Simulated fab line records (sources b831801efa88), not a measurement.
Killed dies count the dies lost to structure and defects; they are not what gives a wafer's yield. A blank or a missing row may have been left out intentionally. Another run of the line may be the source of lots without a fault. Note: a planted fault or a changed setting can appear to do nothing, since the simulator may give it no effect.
Check of tool commonality :: flow sky130 :: Sample size 11 lots and 33 wafers

## WHAT PROMPTED THE OPENING
2 of 11 lots carry a flag on the reading SD_N_RS at SKY_SD_N_RS_MEAS_16. Wafers without a fault read 68.55 ohm/sq, standard deviation 0.11.
Rule: flag the lot when none of its wafers has a number, or when each of its wafers that has one lies beyond 4 standard deviations from that mean. All remaining lots are regarded as sound.

lot: L659
measured: day 28 03:35
on: filmMetro-02
SD_N_RS (ohm/sq), wafer by wafer: 68.47 68.71 68.52
flag: 

lot: L660
measured: day 28 06:49
on: filmMetro-01
SD_N_RS (ohm/sq), wafer by wafer: 68.45 68.43 68.53
flag: 

lot: L661
measured: day 28 14:47
on: filmMetro-02
SD_N_RS (ohm/sq), wafer by wafer: 68.54 68.36 68.35
flag: 

lot: L662
measured: day 28 20:55
on: filmMetro-01
SD_N_RS (ohm/sq), wafer by wafer: 68.78 68.63 68.59
flag: 

lot: L663
measured: day 30 01:57
on: filmMetro-01
SD_N_RS (ohm/sq), wafer by wafer: 68.61 68.43 68.65
flag: 

lot: L670
measured: day 32 02:22
on: filmMetro-03
SD_N_RS (ohm/sq), wafer by wafer: 78.86 78.92 78.78
flag: FLAGGED

lot: L669
measured: day 32 05:03
on: filmMetro-02
SD_N_RS (ohm/sq), wafer by wafer: 78.74 78.84 78.87
flag: FLAGGED

lot: L675
measured: day 33 01:27
on: filmMetro-02
SD_N_RS (ohm/sq), wafer by wafer: 68.63 68.68 68.54
flag: 

lot: L677
measured: day 33 18:52
on: filmMetro-01
SD_N_RS (ohm/sq), wafer by wafer: 68.69 68.56 68.66
flag: 

lot: L680
measured: day 35 05:52
on: filmMetro-03
SD_N_RS (ohm/sq), wafer by wafer: 68.59 68.74 68.47
flag: 

lot: L682
measured: day 35 13:49
on: filmMetro-03
SD_N_RS (ohm/sq), wafer by wafer: 68.61 68.52 68.66
flag: 
The mean of the flagged lots' numbers is 78.84 ohm/sq, +10.29 ohm/sq from the usual (+94 standard deviations).

## WHICH TOOL EACH LOT WENT THROUGH
2 process steps preceding the reading are held in the record, out of 708 steps in the route. Cell contents, in order: the tool; ch with the chambers the sampled wafers went through; the start.
lot: L659
flag: 
SKY_SD_N_IMPLANT_09: implanter-02 ch 0, day 28 02:55
SKY_SD_N_STRIP_11: plasmaAsher-03 ch 0,1, day 28 03:11

lot: L660
flag: 
SKY_SD_N_IMPLANT_09: implanter-04 ch 0, day 28 06:07
SKY_SD_N_STRIP_11: plasmaAsher-03 ch 0,1, day 28 06:25

lot: L661
flag: 
SKY_SD_N_IMPLANT_09: implanter-01 ch 0, day 28 14:04
SKY_SD_N_STRIP_11: plasmaAsher-02 ch 0,1, day 28 14:20

lot: L662
flag: 
SKY_SD_N_IMPLANT_09: implanter-04 ch 0, day 28 20:13
SKY_SD_N_STRIP_11: plasmaAsher-02 ch 0,1, day 28 20:31

lot: L663
flag: 
SKY_SD_N_IMPLANT_09: implanter-02 ch 0, day 30 01:17
SKY_SD_N_STRIP_11: plasmaAsher-02 ch 0,1, day 30 01:32

lot: L670
flag: FLAGGED
SKY_SD_N_IMPLANT_09: implanter-02 ch 0, day 32 01:41
SKY_SD_N_STRIP_11: plasmaAsher-03 ch 0,1, day 32 01:58

lot: L669
flag: FLAGGED
SKY_SD_N_IMPLANT_09: implanter-02 ch 0, day 32 04:22
SKY_SD_N_STRIP_11: plasmaAsher-02 ch 0,1, day 32 04:40

lot: L675
flag: 
SKY_SD_N_IMPLANT_09: implanter-04 ch 0, day 33 00:43
SKY_SD_N_STRIP_11: plasmaAsher-02 ch 0,1, day 33 01:01

lot: L677
flag: 
SKY_SD_N_IMPLANT_09: implanter-04 ch 0, day 33 18:11
SKY_SD_N_STRIP_11: plasmaAsher-01 ch 0,1, day 33 18:28

lot: L680
flag: 
SKY_SD_N_IMPLANT_09: implanter-04 ch 0, day 35 05:11
SKY_SD_N_STRIP_11: plasmaAsher-01 ch 0,1, day 35 05:28

lot: L682
flag: 
SKY_SD_N_IMPLANT_09: implanter-02 ch 0, day 35 13:07
SKY_SD_N_STRIP_11: plasmaAsher-01 ch 0,1, day 35 13:25
What the steps here do:
- SKY_SD_N_IMPLANT_09
- SKY_SD_N_STRIP_11: strips in O2/N2.
- SKY_SD_N_RS_MEAS_16: measures by four-point-probe.

## FLAGGED OVER TOTAL, TOOL BY TOOL (the gauges that took the reading come last)
step: SKY_SD_N_IMPLANT_09
tool: implanter-01
lots run: 1
flagged: 0
share of the flagged lots: none
sound lots run after its first flagged lot: -

step: SKY_SD_N_IMPLANT_09
tool: implanter-02
lots run: 5
flagged: 2
share of the flagged lots: all
sound lots run after its first flagged lot: 1 (L682)

step: SKY_SD_N_IMPLANT_09
tool: implanter-04
lots run: 5
flagged: 0
share of the flagged lots: none
sound lots run after its first flagged lot: -

step: SKY_SD_N_STRIP_11
tool: plasmaAsher-01
lots run: 3
flagged: 0
share of the flagged lots: none
sound lots run after its first flagged lot: -

step: SKY_SD_N_STRIP_11
tool: plasmaAsher-02
lots run: 5
flagged: 1
share of the flagged lots: some
sound lots run after its first flagged lot: 1 (L675)

step: SKY_SD_N_STRIP_11
tool: plasmaAsher-03
lots run: 3
flagged: 1
share of the flagged lots: some
sound lots run after its first flagged lot: 0

step: SKY_SD_N_RS_MEAS_16
tool: filmMetro-01
lots run: 4
flagged: 0
share of the flagged lots: none
sound lots run after its first flagged lot: -

step: SKY_SD_N_RS_MEAS_16
tool: filmMetro-02
lots run: 4
flagged: 1
share of the flagged lots: some
sound lots run after its first flagged lot: 1 (L675)

step: SKY_SD_N_RS_MEAS_16
tool: filmMetro-03
lots run: 3
flagged: 1
share of the flagged lots: some
sound lots run after its first flagged lot: 2 (L680,L682)

## WHAT THE TABLE ALLOWS
Rows of the table that ran each flagged lot: 1, that is implanter-02 at SKY_SD_N_IMPLANT_09.
- implanter-02 at SKY_SD_N_IMPLANT_09: 2 of its 5 lots flagged. Sound lots followed the first flagged one (L682) on it, something a lasting fault affecting the whole tool could not allow. Its own readings lie more than 4 standard deviations out on every wafer of the flagged lots: beamOnS, doseIonsCm2.
Every row of the table either missed a flagged lot or ran a sound lot after the first.

## WHAT HAD BEEN PUT IN BY THE SIMULATOR
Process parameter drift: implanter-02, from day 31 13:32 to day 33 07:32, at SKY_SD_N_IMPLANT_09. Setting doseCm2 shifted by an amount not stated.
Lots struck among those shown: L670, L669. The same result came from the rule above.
